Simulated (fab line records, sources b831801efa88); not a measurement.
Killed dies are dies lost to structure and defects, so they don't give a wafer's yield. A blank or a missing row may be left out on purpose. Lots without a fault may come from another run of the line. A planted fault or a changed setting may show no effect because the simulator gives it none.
Which tool did it? | flow sky130 | 12 lots, 36 wafers sampled, at 5 steps of a route of 708

WHAT THE GAUGES READ, wafer by wafer
SKY_METAL2_RS_MEAS_05: measures by four-point-probe. Usual: METAL2_ALCU_RS 0.1271 ohm/sq, standard deviation 0.0016.
lot  | measured     | on            | METAL2_ALCU_RS (ohm/sq) | flag
L702 | day 34 15:06 | film_metro-04 | 0.1293 0.1268 0.1277    |
L703 | day 34 16:59 | film_metro-02 | 0.1259 0.1257 0.1252    |
L705 | day 35 14:45 | film_metro-04 | 0.1262 0.1238 0.1267    |
L706 | day 35 20:40 | film_metro-03 | 0.1255 0.1277 0.1265    |
L707 | day 35 21:01 | film_metro-02 | 0.1251 0.1238 0.1258    |
L709 | day 36 09:23 | film_metro-04 | 0.1280 0.1270 0.1259    |
L708 | day 36 11:17 | film_metro-04 | 0.1276 0.1273 0.1266    |
L711 | day 37 05:16 | film_metro-04 | 0.1247 0.1266 0.1263    |
L718 | day 39 08:07 | film_metro-02 | 0.1274 0.1294 0.1291    |
L722 | day 40 03:48 | film_metro-04 | 0.1283 0.1284 0.1284    |
L723 | day 40 16:00 | film_metro-03 | 0.1273 0.1285 0.1293    |
L724 | day 41 00:06 | film_metro-02 | 0.1279 0.1272 0.1281    |

SKY_VIA2_THK_MEAS_01. Usual: VIA2_HDPCVD_THK 1178 nm, standard deviation 11.
lot  | measured     | on            | VIA2_HDPCVD_THK (nm) | flag
L702 | day 35 18:18 | film_metro-02 | 1160 1152 1177       |
L703 | day 35 20:25 | film_metro-04 | 1175 1168 1164       |
L705 | day 36 18:01 | film_metro-04 | 1178 1174 1188       |
L706 | day 36 23:37 | film_metro-01 | 1198 1200 1182       |
L707 | day 37 00:35 | film_metro-02 | 1200 1188 1192       |
L709 | day 37 12:49 | film_metro-04 | 1765 1760 1759       | OFF
L708 | day 37 14:45 | film_metro-01 | 1768 1781 1778       | OFF
L711 | day 38 07:53 | film_metro-04 | 1774 1771 1774       | OFF
L718 | day 40 10:10 | film_metro-04 | 1166 1177 1186       |
L722 | day 41 05:24 | film_metro-02 | 1167 1178 1174       |
L723 | day 41 16:41 | film_metro-04 | 1185 1190 1182       |
L724 | day 42 01:08 | film_metro-04 | 1178 1175 1159       |

WHICH TOOL RAN EACH LOT (tool, then ch and the chambers of the sampled wafers, then the start)
lot  | SKY_METAL2_SPUTTER_02        | SKY_METAL2_STRIP_20                  | SKY_VIA2_HDPCVD_00
L702 | pvd_sputter-04, day 34 15:01 | plasma_asher-03 ch 1, day 35 17:35   | hdpcvd-01 ch 0,2, day 35 18:11
L703 | pvd_sputter-02, day 34 16:52 | plasma_asher-03 ch 0,1, day 35 19:37 | hdpcvd-02 ch 1,2, day 35 20:13
L705 | pvd_sputter-04, day 35 14:38 | plasma_asher-02 ch 0,1, day 36 17:13 | hdpcvd-02 ch 1,2, day 36 17:49
L706 | pvd_sputter-02, day 35 20:34 | plasma_asher-03 ch 0,1, day 36 22:50 | hdpcvd-01 ch 1,2, day 36 23:29
L707 | pvd_sputter-03, day 35 20:55 | plasma_asher-01 ch 0,1, day 36 23:47 | hdpcvd-02 ch 0,2, day 37 00:28
L709 | pvd_sputter-04, day 36 09:18 | plasma_asher-02 ch 0,1, day 37 12:05 | hdpcvd-02 ch 0,1,2, day 37 12:41
L708 | pvd_sputter-02, day 36 11:11 | plasma_asher-02 ch 0,1, day 37 14:01 | hdpcvd-02 ch 1,2, day 37 14:37
L711 | pvd_sputter-03, day 37 05:10 | plasma_asher-03 ch 0,1, day 38 07:10 | hdpcvd-02 ch 0,1, day 38 07:46
L718 | pvd_sputter-04, day 39 08:01 | plasma_asher-03 ch 0, day 40 09:24   | hdpcvd-01 ch 0,2, day 40 10:02
L722 | pvd_sputter-02, day 40 03:41 | plasma_asher-03 ch 0,1, day 41 04:40 | hdpcvd-01 ch 1,2, day 41 05:16
L723 | pvd_sputter-02, day 40 15:55 | plasma_asher-02 ch 0,1, day 41 15:55 | hdpcvd-01 ch 0,1, day 41 16:33
L724 | pvd_sputter-02, day 40 23:59 | plasma_asher-03 ch 0,1, day 42 00:20 | hdpcvd-01 ch 0,1,2, day 42 00:59
- SKY_METAL2_SPUTTER_02: material AlCu, target thk 250 nm, time 13.3 s.
- SKY_METAL2_STRIP_20: strips in O2/N2.
- SKY_VIA2_HDPCVD_00: deposits SiO2, target thk 1180 nm, time 196.7 s.

WHAT THE TOOLS THEMSELVES READ (means of the sampled wafers that have a number; where no wafer has one, the mark that the record gives instead)
SKY_METAL2_SPUTTER_02. Usual: throttle_valve_pct 30.5 %, standard deviation 1.
lot  | tool           | throttle_valve_pct (%) | flag
L702 | pvd_sputter-04 | 31.2                   |
L703 | pvd_sputter-02 | 29.5                   |
L705 | pvd_sputter-04 | 31.4                   |
L706 | pvd_sputter-02 | 30.4                   |
L707 | pvd_sputter-03 | 30.4                   |
L709 | pvd_sputter-04 | 30.4                   |
L708 | pvd_sputter-02 | 30.4                   |
L711 | pvd_sputter-03 | 31.1                   |
L718 | pvd_sputter-04 | 30.7                   |
L722 | pvd_sputter-02 | 30.3                   |
L723 | pvd_sputter-02 | 30.4                   |
L724 | pvd_sputter-02 | 29.9                   |

SKY_METAL2_STRIP_20. Usual: drypump_motor_current_A 5.6 A, standard deviation 0.39; oes_product_au 0.343 a.u., standard deviation 0.0051; strip_time_to_endpoint_s 2.69 s, standard deviation 0.048.
lot  | tool            | drypump_motor_current_A (A) | oes_product_au (a.u.) | strip_time_to_endpoint_s (s) | flag
L702 | plasma_asher-03 | 6.2                         | 0.343                 | 2.58                         |
L703 | plasma_asher-03 | 5.9                         | 0.341                 | 2.72                         |
L705 | plasma_asher-02 | 5.7                         | 0.339                 | 2.65                         |
L706 | plasma_asher-03 | 5.6                         | 0.333                 | 2.61                         |
L707 | plasma_asher-01 | 5.3                         | 0.339                 | 2.69                         |
L709 | plasma_asher-02 | 5.7                         | 0.343                 | 2.70                         |
L708 | plasma_asher-02 | 5.4                         | 0.343                 | 2.72                         |
L711 | plasma_asher-03 | 5.9                         | 0.337                 | 2.60                         |
L718 | plasma_asher-03 | 5.2                         | 0.346                 | 2.74                         |
L722 | plasma_asher-03 | 5.6                         | 0.349                 | 2.76                         |
L723 | plasma_asher-02 | 5.4                         | 0.338                 | 2.68                         |
L724 | plasma_asher-03 | 5.9                         | 0.339                 | 2.66                         |

SKY_VIA2_HDPCVD_00. Usual: sih4_flow_sccm 60.01 sccm, standard deviation 0.18.
lot  | tool      | sih4_flow_sccm (sccm) | flag
L702 | hdpcvd-01 | 59.92                 |
L703 | hdpcvd-02 | 59.98                 |
L705 | hdpcvd-02 | 59.74                 |
L706 | hdpcvd-01 | 59.83                 |
L707 | hdpcvd-02 | 60.09                 |
L709 | hdpcvd-02 | 89.98                 | OFF
L708 | hdpcvd-02 | 90.23                 | OFF
L711 | hdpcvd-02 | 89.98                 | OFF
L718 | hdpcvd-01 | 59.86                 |
L722 | hdpcvd-01 | 60.03                 |
L723 | hdpcvd-01 | 59.96                 |
L724 | hdpcvd-01 | 59.99                 |

THE ANSWER, worked out from the rows above alone
Rule: a lot is off if the mean of its wafers that have a number lies more than 3 standard deviations from the usual mean. A lot without any number at a reading at which 4 lots or more have one is off too. The other lots that the step has rows for count as sound. The gauges are gone through in route order, then the tools' own readings, and for those a lot's mean is taken as printed above. The first step at which some lot is off is used, and at that step the reading that is off furthest; a lot without a number counts as furthest.
Off: L709, L708, L711, at SKY_VIA2_THK_MEAS_01 (VIA2_HDPCVD_THK).
A tool fits if, at a process step before that reading, it ran every lot that is off, and no sound lot after the first of them. The gauges at SKY_VIA2_THK_MEAS_01 aren't tried: what is off there is off at SKY_VIA2_HDPCVD_00 too, on other tools, and a gauge's error can't cause that. One fits: hdpcvd-02 at SKY_VIA2_HDPCVD_00. Its last sound lot is L707 (day 37 00:28), its first lot that is off L709 (day 37 12:41): a fault that began between those two fits.
The tool's own readings at SKY_VIA2_HDPCVD_00 bear it out: on the lots that are off they differ by more than 5 times the standard deviation of the sound lots' means. sih4_flow_sccm reads 90.06 sccm there against 59.93 sccm on the sound lots.

WHAT THE SIMULATOR HAD PUT IN
Process parameter drift: hdpcvd-02, from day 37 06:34 on, at SKY_VIA2_HDPCVD_00. Setting sih4_flow_sccm, moved by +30, from 60. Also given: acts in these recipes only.
Lots struck among those shown: L709, L708, L711. The rule above found the same.
